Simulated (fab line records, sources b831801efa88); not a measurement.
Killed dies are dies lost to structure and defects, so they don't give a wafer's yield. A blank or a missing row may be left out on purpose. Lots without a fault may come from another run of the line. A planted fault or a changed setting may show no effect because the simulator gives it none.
Which tool did it? | flow gf180mcu | 11 lots, 33 wafers sampled, at 2 steps of a route of 602

WHAT THE GAUGES READ, wafer by wafer
GF_SAB_CD_MEAS_09: target cd 420 nm.
lot  | measured     | on        | cd_nm (nm)
L588 | day 15 05:49 | cd_sem-02 | 415.9 416.3 417.0
L589 | day 15 09:25 | cd_sem-02 | 416.1 415.7 414.6
L590 | day 15 14:40 | cd_sem-02 | 417.0 417.1 417.9
L591 | day 15 23:16 | cd_sem-01 | 418.7 419.1 419.0
L592 | day 16 02:03 | cd_sem-02 | 422.6 421.4 424.1
L593 | day 16 18:55 | cd_sem-01 | 422.1 423.5 418.1
L595 | day 17 19:04 | cd_sem-02 | 503.1 501.9 503.7
L601 | day 20 12:57 | cd_sem-01 | 477.9 482.3 482.6
L609 | day 22 12:09 | cd_sem-02 | 420.7 419.7 420.7
L610 | day 23 00:19 | cd_sem-01 | 421.5 419.5 421.0
L611 | day 23 13:00 | cd_sem-01 | 420.7 419.8 420.1

WHICH TOOL RAN EACH LOT (tool, then ch and the chambers of the sampled wafers, then the start)
lot  | GF_SAB_EXPOSE_06
L588 | iline_stepper-02 ch 0, day 14 19:32
L589 | iline_stepper-02 ch 0, day 14 23:27
L590 | iline_stepper-01 ch 0, day 15 04:17
L591 | iline_stepper-02 ch 0, day 15 12:47
L592 | iline_stepper-01 ch 0, day 15 15:23
L593 | iline_stepper-02 ch 0, day 16 07:56
L595 | iline_stepper-01 ch 0, day 17 07:25
L601 | iline_stepper-01 ch 0, day 20 01:04
L609 | iline_stepper-02 ch 0, day 22 01:11
L610 | iline_stepper-02 ch 0, day 22 12:56
L611 | iline_stepper-02 ch 0, day 23 01:54
- GF_SAB_EXPOSE_06: exposes mask SAB, target cd 420 nm.

THE ANSWER, worked out from the rows above alone
Rule: what is usual is taken from the lots themselves. Put in order of their means at a reading, lots are off if they are a third of the lots or fewer, leave a main group of 4 or more, and stand apart from it by a gap of 3 or more times the standard deviation of the main group's means; of several such gaps the widest counts. A main group whose means are all the same, to the digits that the tables above print for the reading, isn't used. A lot without any number at a reading at which 4 lots or more have one is off too. The other lots that the step has rows for count as sound.
Off: L595, L601, at GF_SAB_CD_MEAS_09 (cd_nm). The main group: mean 419.3 nm, standard deviation 2.3.
A tool fits if, at a process step before that reading, it ran every lot that is off, and no sound lot after the first of them. The gauges at GF_SAB_CD_MEAS_09 are tried like those tools. One fits: iline_stepper-01 at GF_SAB_EXPOSE_06. Its last sound lot is L592 (day 15 15:23), its first lot that is off L595 (day 17 07:25): a fault that began between those two fits.

WHAT THE SIMULATOR HAD PUT IN
Process parameter drift: iline_stepper-01, from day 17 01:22 on, at GF_SAB_EXPOSE_06. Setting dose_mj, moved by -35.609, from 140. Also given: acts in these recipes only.
Lots struck among those shown: L595, L601. The rule above found the same.
